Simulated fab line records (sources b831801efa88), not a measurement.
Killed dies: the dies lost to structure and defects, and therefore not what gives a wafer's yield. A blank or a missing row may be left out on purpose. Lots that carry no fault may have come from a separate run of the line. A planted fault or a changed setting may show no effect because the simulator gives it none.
8D (eight disciplines) problem report, filled in by code + flow sfqLine + the parts of the form that need people (team, actions taken, sign-off) are left out

== 1. WHAT WENT WRONG ==
Wafers free of any fault read 0.889 ohm/sq (standard deviation 0.012) for M6_NB_RS at SFQ_M6_RS_MEAS_938, against a mean of 0.565 ohm/sq on 4 wafers of 2 lots. Relative to the usual mean, that is a shift of -27 standard deviations.
The step: measures by four-point-probe.
First observed at day 77 10:07: wafer L544.3, on filmMetro-02. The record has a number at this step for 42 wafers belonging to 14 lots. Rule for "out" (also "out of limits"): further than 4 standard deviations from the usual mean. Any other wafer with a number is counted as sound.

== 2. WHAT IT IS AND WHAT IT IS NOT ==
| question                    | is                             | is not                                                                                                         |
|-----------------------------|--------------------------------|----------------------------------------------------------------------------------------------------------------|
| which readings at this step | M6_NB_RS                       | -                                                                                                              |
| which lots                  | L544, L545                     | L531, L532, L533, L537, L538, L546, L547, L548, L550, L551, L552, L554                                         |
| which wafers of those lots  | L544.3, L544.4, L545.3, L545.5 | L544.6, L545.2                                                                                                 |
| read on which gauges        | filmMetro-02                   | filmMetro-01, filmMetro-04                                                                                     |
| when                        | from day 77 10:07              | up to then (16 sound wafers); but 22 sound wafers of L545, L546, L547, L548, L550, L551, L552, L554 came after |

== 3. THE SUSPECTS, EACH WITH WHAT RULES IT OUT ==
Counting: any tool at a process step up to the reading remains a suspect provided it ran every lot that is out. Sound lots after the first of them don't rule it out here, since some wafers of a struck lot are sound.
- the gauge at SFQ_M6_RS_MEAS_938 has been ruled out. All the wafers that are out were read on filmMetro-02, but those of them that SFQ_TRILAYER_M6_ETCH_METAL_ETCH_162 has rows for are out there too, on other tools.
- pvdSputter-06 at SFQ_TRILAYER_M6_DEP_SPUTTER_157 (material Nb, target thk 200 nm, time 133.3 s): kept. It ran every lot that is out, first L544 (day 77 09:59); its last sound lot up to then is L538 (day 74 04:54).
After counting, what remains is pvdSputter-06 at SFQ_TRILAYER_M6_DEP_SPUTTER_157.

== 4. THE CAUSE (what the simulator had put in) ==
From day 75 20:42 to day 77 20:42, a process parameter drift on pvdSputter-06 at SFQ_TRILAYER_M6_DEP_SPUTTER_157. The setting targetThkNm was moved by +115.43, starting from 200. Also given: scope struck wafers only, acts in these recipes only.
After counting, this tool was the only one left.

== 5. THE EFFECT CHAIN, in route order ==
Each row: a reading whose mean over the struck wafers that have a number lies more than 3 standard deviations from the usual. Only readings for which the record gives a usual standard deviation are gone through. hours: the time from each lot's start at the first step in this table that gives one to its start at this step, as a median over the lots. sigmas: the change in usual standard deviations.
| hours | step                                | reading      | usual        | on struck wafers | change | sigmas |
|-------|-------------------------------------|--------------|--------------|------------------|--------|--------|
| 0     | SFQ_M6_RS_MEAS_938                  | M6_NB_RS     | 0.889 ohm/sq | 0.565            | -0.325 | -27    |
| 81    | SFQ_TRILAYER_M6_ETCH_METAL_ETCH_162 | oesProductAu | 0.894 a.u.   | 0.992            | +0.098 | +11    |
The process steps in it:
- SFQ_TRILAYER_M6_ETCH_METAL_ETCH_162: etches Nb in Cl2/Ar, stops on SiO2, target depth 240 nm, time 120 s.

== 6. HOW IT WOULD HAVE BEEN CAUGHT EARLIER ==
37 hours passed between the start of the fault at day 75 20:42 and the first reading out of limits at a measuring or inspecting step in this record, taken at day 77 10:07.
Tool readings at SFQ_TRILAYER_M6_DEP_SPUTTER_157 with a usual standard deviation given in the record: none out on any struck wafer, hence no alarm at a limit of 4 standard deviations on them.
Of the lots that are out (2), L545 began SFQ_TRILAYER_M6_DEP_SPUTTER_157 on pvdSputter-06 after day 77 10:07. Had the tool been put on hold then, it would have been spared.
